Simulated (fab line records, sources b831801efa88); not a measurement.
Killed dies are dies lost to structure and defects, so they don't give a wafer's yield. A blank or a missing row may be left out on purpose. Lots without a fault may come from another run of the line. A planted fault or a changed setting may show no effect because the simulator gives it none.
Chamber matching | flow gf180mcu | GF_CONTACT_CMP_27 on cmp-02: 4 sister chambers
The step polishes, stops on SiO2, t overpolish 15 s, target thk 0 nm. 4 wafers are shown with their chamber, then 6 later ones without.

WAFERS WITH THEIR CHAMBER
wafer  | chamber | motor_current_A (A)
L268.1 | 0       | 11.2
L268.6 | 1       | 12.3
L271.1 | 2       | 13.8
L271.4 | 3       | 9.8

WAFERS WITHOUT THEIR CHAMBER
wafer  | motor_current_A (A)
L271.6 | 11.8
L274.3 | 10.0
L274.5 | 11.2
L279.3 | 13.1
L279.4 | 12.4
L279.6 | 13.9

WHICH CHAMBER EACH WENT THROUGH
wafer  | from the rows above     | in truth
L271.6 | can't be placed: 1 or 0 | 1
L274.3 | 3                       | 3
L274.5 | 0                       | 0
L279.3 | can't be placed: 2 or 1 | 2
L279.4 | 1                       | 1
L279.6 | 2                       | 2
Placed correctly: 4 of 6. Can't be placed from these rows: 2 (the true chamber is among the candidates in 2). Placed wrongly: 0.
How it was worked out, from the rows above alone: a wafer's distance from a chamber is the root of the sum, over the readings, of the square of ((its reading less the chamber's mean) divided by the reading's scatter). The wafer belongs to the nearest chamber; if the next one is less than 2 further off, it can't be placed. A chamber's mean is the mean of its shown wafers. The scatter: with one shown wafer a chamber, the root of the mean of the squares of how far each hidden wafer lies from its nearest shown one.
